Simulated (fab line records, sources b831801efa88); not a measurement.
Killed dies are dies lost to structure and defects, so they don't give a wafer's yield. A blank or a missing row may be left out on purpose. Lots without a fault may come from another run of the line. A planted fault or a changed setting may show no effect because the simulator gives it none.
Which tool did it? | flow sky130 | 12 lots, 35 wafers sampled, at 5 steps of a route of 708

WHAT THE GAUGES READ, wafer by wafer
SKY_FIELD_ISO_THK_MEAS_23. Usual: FIELD_ISO_OXIDATION_01_THK 9.99 nm, standard deviation 0.23.
lot  | measured    | on            | FIELD_ISO_OXIDATION_01_THK (nm) | flag
L551 | day 2 09:51 | film_metro-02 | 9.92 10.13 9.92                 |
L555 | day 3 07:02 | film_metro-03 | 10.07 10.23 10.00               |
L556 | day 3 09:48 | film_metro-03 | 9.71 9.68 9.82                  |
L560 | day 4 07:28 | film_metro-01 | 10.16 10.08 10.19               |
L561 | day 4 10:35 | film_metro-02 | 9.74 9.89 10.02                 |
L563 | day 4 23:37 | film_metro-02 | 9.73 9.61                       |
L564 | day 5 03:31 | film_metro-01 | 9.76 9.93 9.71                  |
L565 | day 5 07:34 | film_metro-02 | 9.61 9.78 9.92                  |
L569 | day 6 04:47 | film_metro-02 | 10.47 10.67 10.59               |
L570 | day 6 10:58 | film_metro-01 | 10.20 10.29 10.18               |
L572 | day 6 21:57 | film_metro-02 | 10.20 10.21 10.08               |
L574 | day 7 05:29 | film_metro-02 | 9.77 9.67 9.82                  |

SKY_NWELL_RS_MEAS_29: measures by four-point-probe. Usual: NWELL_RS 624.4 ohm/sq, standard deviation 1.5.
lot  | measured     | on            | NWELL_RS (ohm/sq)                   | flag
L551 | day 5 10:22  | film_metro-02 | 623.6 627.1 623.1                   |
L555 | day 6 09:50  | film_metro-02 | 623.9 624.0 625.6                   |
L556 | day 6 13:50  | film_metro-01 | 624.6 624.3 624.6                   |
L560 | day 8 01:10  | film_metro-04 | 625.0 625.6 625.7                   |
L561 | day 8 00:13  | film_metro-01 | 626.7 626.7 627.0                   |
L563 | day 8 13:52  | film_metro-04 | 624.4 624.1                         |
L564 | day 8 15:03  | film_metro-01 | 623.7 622.7 622.6                   |
L565 | day 8 23:18  | film_metro-01 | 626.0 625.4 626.0                   |
L569 | day 9 19:43  | film_metro-04 | 628.4 630.6 629.4 630.4 630.4 630.1 | OFF
L570 | day 10 03:54 | film_metro-02 | 628.8 632.2 629.2 628.9 632.6 630.8 | OFF
L572 | day 10 18:08 | film_metro-01 | 621.9 622.4 623.7                   |
L574 | day 11 02:49 | film_metro-01 | 624.7 623.6 624.9                   |

WHICH TOOL RAN EACH LOT (tool, then ch and the chambers of the sampled wafers, then the start)
lot  | SKY_FIELD_ISO_ETCH_15             | SKY_DNWELL_STRIP_08                 | SKY_NWELL_IMPLANT_13
L551 | rie_diel-02 ch 1,2,3, day 2 07:04 | plasma_asher-03 ch 1, day 3 06:46   | implanter-02 ch 0, day 4 16:07
L555 | rie_diel-03 ch 1,2,3, day 3 05:00 | plasma_asher-04 ch 0,1, day 4 02:40 | implanter-04 ch 0, day 5 13:42
L556 | rie_diel-02 ch 1,2,3, day 3 07:22 | plasma_asher-04 ch 1, day 4 07:28   | implanter-01 ch 0, day 5 18:27
L560 | rie_diel-03 ch 2,3, day 4 03:52   | plasma_asher-01 ch 0,1, day 5 12:19 | implanter-02 ch 0, day 7 04:27
L561 | rie_diel-03 ch 0,2, day 4 08:05   | plasma_asher-03 ch 0,1, day 5 12:00 | implanter-01 ch 0, day 7 04:04
L563 | rie_diel-03 ch 1, day 4 21:29     | plasma_asher-03 ch 1, day 6 00:57   | implanter-02 ch 0, day 7 16:19
L564 | rie_diel-02 ch 0,3, day 5 00:41   | plasma_asher-03 ch 0,1, day 6 02:40 | implanter-04 ch 0, day 7 17:50
L565 | rie_diel-03 ch 0,1,3, day 5 04:43 | plasma_asher-03 ch 0,1, day 6 09:07 | implanter-04 ch 0, day 8 01:02
L569 | rie_diel-01 ch 0,2,3, day 6 03:02 | plasma_asher-04 ch 0,1, day 7 04:14 | implanter-02 ch 0, day 8 22:03
L570 | rie_diel-02 ch 0,2,3, day 6 09:16 | plasma_asher-04 ch 0,1, day 7 10:38 | implanter-02 ch 0, day 9 04:54
L572 | rie_diel-03 ch 0,1, day 6 19:01   | plasma_asher-01 ch 0, day 7 21:43   | implanter-04 ch 0, day 9 17:53
L574 | rie_diel-03 ch 0,1,2, day 7 03:44 | plasma_asher-04 ch 0,1, day 8 06:55 | implanter-01 ch 0, day 10 02:26
- SKY_FIELD_ISO_ETCH_15: etches the open film in CHF3/O2, stops on Si, target depth 180 nm, time 72 s.
- SKY_DNWELL_STRIP_08: strips in O2/N2.
- SKY_NWELL_IMPLANT_13

WHAT THE TOOLS THEMSELVES READ (means of the sampled wafers that have a number; where no wafer has one, the mark that the record gives instead)
SKY_FIELD_ISO_ETCH_15. Usual: drypump_motor_current_A 5.9 A, standard deviation 0.38; oes_product_au 0.946 a.u., standard deviation 0.0066; rf_fwd_power_W 595.5 W, standard deviation 2.6; throttle_valve_pct 8.845 %, standard deviation 0.008.
lot  | tool        | drypump_motor_current_A (A) | oes_product_au (a.u.) | rf_fwd_power_W (W) | throttle_valve_pct (%) | flag
L551 | rie_diel-02 | 5.9                         | 0.933                 | 594.8              | 8.842                  |
L555 | rie_diel-03 | 5.9                         | 0.946                 | 595.9              | 8.848                  |
L556 | rie_diel-02 | 5.9                         | 0.943                 | 596.0              | 8.843                  |
L560 | rie_diel-03 | 6.1                         | 0.949                 | 595.4              | 8.842                  |
L561 | rie_diel-03 | 5.8                         | 0.939                 | 593.1              | 8.833                  |
L563 | rie_diel-03 | 5.5                         | 0.944                 | 599.5              | 8.841                  |
L564 | rie_diel-02 | 6.0                         | 0.955                 | 594.9              | 8.848                  |
L565 | rie_diel-03 | 5.7                         | 0.946                 | 595.1              | 8.844                  |
L569 | rie_diel-01 | 5.8                         | 0.947                 | 595.8              | 8.832                  |
L570 | rie_diel-02 | 5.9                         | 0.952                 | 595.8              | 8.844                  |
L572 | rie_diel-03 | 5.6                         | 0.950                 | 593.4              | 8.852                  |
L574 | rie_diel-03 | 5.8                         | 0.946                 | 595.9              | 8.839                  |

SKY_DNWELL_STRIP_08. Usual: drypump_motor_current_A 5.8 A, standard deviation 0.33; oes_product_au 0.722 a.u., standard deviation 0.0044; strip_time_to_endpoint_s 36.94 s, standard deviation 0.093.
lot  | tool            | drypump_motor_current_A (A) | oes_product_au (a.u.) | strip_time_to_endpoint_s (s) | flag
L551 | plasma_asher-03 | 5.6                         | 0.724                 | 36.74                        |
L555 | plasma_asher-04 | 6.1                         | 0.727                 | 36.96                        |
L556 | plasma_asher-04 | 6.4                         | 0.719                 | 36.87                        |
L560 | plasma_asher-01 | 5.8                         | 0.720                 | 37.01                        |
L561 | plasma_asher-03 | 5.5                         | 0.721                 | 36.93                        |
L563 | plasma_asher-03 | 5.5                         | 0.723                 | 36.99                        |
L564 | plasma_asher-03 | 5.5                         | 0.721                 | 36.91                        |
L565 | plasma_asher-03 | 5.6                         | 0.727                 | 37.05                        |
L569 | plasma_asher-04 | 6.1                         | 0.720                 | 36.89                        |
L570 | plasma_asher-04 | 6.1                         | 0.716                 | 36.84                        |
L572 | plasma_asher-01 | 5.9                         | 0.722                 | 36.99                        |
L574 | plasma_asher-04 | 6.1                         | 0.718                 | 36.88                        |

SKY_NWELL_IMPLANT_13. Usual: beam_on_s 9.99 s, standard deviation 0.18; dose_ions_cm2 6.998e+11, standard deviation 7.1e+08; faraday_current_uA 3.95, standard deviation 0.07.
lot  | tool         | beam_on_s (s) | dose_ions_cm2 | faraday_current_uA | flag
L551 | implanter-02 | 9.93          | 6.999e+11     | 3.99               |
L555 | implanter-04 | 9.89          | 7.008e+11     | 4.00               |
L556 | implanter-01 | 9.96          | 6.999e+11     | 3.97               |
L560 | implanter-02 | 9.98          | 6.991e+11     | 3.96               |
L561 | implanter-01 | 10.17         | 6.991e+11     | 3.88               |
L563 | implanter-02 | 9.91          | 6.993e+11     | 3.97               |
L564 | implanter-04 | 9.87          | 7.006e+11     | 4.00               |
L565 | implanter-04 | 9.91          | 6.999e+11     | 3.98               |
L569 | implanter-02 | 10.02         | 5.053e+11     | 2.85               | OFF
L570 | implanter-02 | 9.97          | 5.070e+11     | 2.87               | OFF
L572 | implanter-04 | 10.00         | 6.997e+11     | 3.95               |
L574 | implanter-01 | 9.78          | 6.993e+11     | 4.03               |

THE ANSWER, worked out from the rows above alone
Rule: a lot is off if the mean of its wafers that have a number lies more than 3 standard deviations from the usual mean. A lot without any number at a reading at which 4 lots or more have one is off too. The other lots that the step has rows for count as sound. The gauges are gone through in route order, then the tools' own readings, and for those a lot's mean is taken as printed above. The first step at which some lot is off is used, and at that step the reading that is off furthest; a lot without a number counts as furthest.
Off: L569, L570, at SKY_NWELL_RS_MEAS_29 (NWELL_RS).
A tool fits if, at a process step before that reading, it ran every lot that is off, and no sound lot after the first of them. The gauges at SKY_NWELL_RS_MEAS_29 aren't tried: what is off there is off at SKY_NWELL_IMPLANT_13 too, on other tools, and a gauge's error can't cause that. One fits: implanter-02 at SKY_NWELL_IMPLANT_13. Its last sound lot is L563 (day 7 16:19), its first lot that is off L569 (day 8 22:03): a fault that began between those two fits.
The tool's own readings at SKY_NWELL_IMPLANT_13 bear it out: on the lots that are off they differ by more than 5 times the standard deviation of the sound lots' means. dose_ions_cm2 reads 5.062e+11 there against 6.998e+11 on the sound lots; faraday_current_uA reads 2.86 there against 3.97 on the sound lots.

WHAT THE SIMULATOR HAD PUT IN
Process parameter drift: implanter-02, from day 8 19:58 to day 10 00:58, at SKY_NWELL_IMPLANT_13. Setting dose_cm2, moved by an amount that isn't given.
Lots struck among those shown: L569, L570. The rule above found the same.
